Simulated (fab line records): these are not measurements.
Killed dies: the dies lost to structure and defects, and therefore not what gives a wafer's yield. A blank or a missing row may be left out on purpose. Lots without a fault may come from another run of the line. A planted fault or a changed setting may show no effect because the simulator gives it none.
Problem report in the 8D (eight disciplines) form, filled by code ; flow sky130 ; the parts of the form that need people (team, actions taken, sign-off) are left out

## 1. THE ISSUE
VT_ADJUST_HVTP_TW at SKY_VT_ADJUST_HVTP_TW_MEAS_11 reads a mean of 30 on 3 wafers of 1 lot; wafers without a fault read 1359 with a standard deviation of 22. Relative to the usual mean, that is a shift of -60 standard deviations.
The first sign was on wafer L374.2 at day 8 09:59, on film_metro-04. The record holds 39 wafers of 13 lots with a number at this step. The rule behind "out" and "out of limits": a value lying over 4 standard deviations away from the usual mean. All remaining wafers that have a number are taken as sound.

## 2. WHAT THIS IS AND IS NOT
question;is;is not
which readings at this step;VT_ADJUST_HVTP_TW;-
which lots;L374;L365, L366, L367, L369, L380, L382, L383, L384, L385, L386, L387, L388
which wafers of those lots;all that have a number;-
read on which gauges;film_metro-04;film_metro-02, film_metro-03
when;from day 8 09:59;"up to then (12 sound wafers); but 24 sound wafers of L380, L382, L383, L384, L385, L386, L387, L388 came after"

## 3. THE SUSPECTS, EACH WITH WHAT RULES IT OUT
Counting: a tool at a process step up to the reading stays a suspect if it ran every lot that is out and no sound lot after the first of them.
- the gauge at SKY_VT_ADJUST_HVTP_TW_MEAS_11: ruled out. All the wafers that are out were read on film_metro-04, but those of them that SKY_NWELL_STRIP_25 has rows for are out there too, on other tools.
- plasma_asher-03 at SKY_NWELL_STRIP_25 (strips in O2/N2): ruled out as a lasting fault. Following L374 (day 7 13:07), the first lot on it that is out, the sound lots L385 were run on it.
- plasma_asher-02 at SKY_VT_ADJUST_HVTP_STRIP_10 (strips in O2/N2): ruled out as a lasting fault. Following L374 (day 8 09:52), the first lot on it that is out, the sound lots L383, L385, L386, L387 were run on it.
Left after counting: nothing in the record.

## 4. THE CAUSE (what the simulator had put in)
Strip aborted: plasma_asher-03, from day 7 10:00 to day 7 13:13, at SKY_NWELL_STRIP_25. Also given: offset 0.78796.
It was ruled out by counting, in error; the rule expects a fault to strike all lots run on its tool from its start on, and this fault did not.

## 5. SEQUENCE OF EFFECTS, ordered by route
Each row: a reading where the mean over the struck wafers with a number is more than 3 standard deviations away from the usual. Readings are gone through only where the record gives a usual standard deviation; hours: the median, over the lots, of the time from a lot's start at the first step in this table giving one to that lot's start at this step; sigmas: the change measured in usual standard deviations.
hours;step;reading;usual;on struck wafers;change;sigmas
0;SKY_NWELL_STRIP_25;oes_product_au;0.721 a.u.;0.923;+0.202;+46
21;SKY_VT_ADJUST_HVTP_STRIP_10;strip_time_to_endpoint_s;14.17 s;39.38;+25.21;+99 or more
21;SKY_VT_ADJUST_HVTP_TW_MEAS_11;VT_ADJUST_HVTP_TW;1359;30;-1329;-60
Here are the process steps it includes:
- SKY_NWELL_STRIP_25: strips in O2/N2.
- SKY_VT_ADJUST_HVTP_STRIP_10: strips in O2/N2.
Readings that are blank on the struck wafers while sound wafers have them: strip_time_to_endpoint_s at SKY_NWELL_STRIP_25.

## 6. HOW IT WOULD HAVE BEEN CAUGHT EARLIER
24 hours passed between the start of the fault at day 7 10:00 and the first reading out of limits at a measuring or inspecting step in this record, taken at day 8 09:59.
The tool's own readings at SKY_NWELL_STRIP_25 were out on every struck wafer that the step has a row for (oes_product_au): an alarm limit on them would have fired on the first of those.
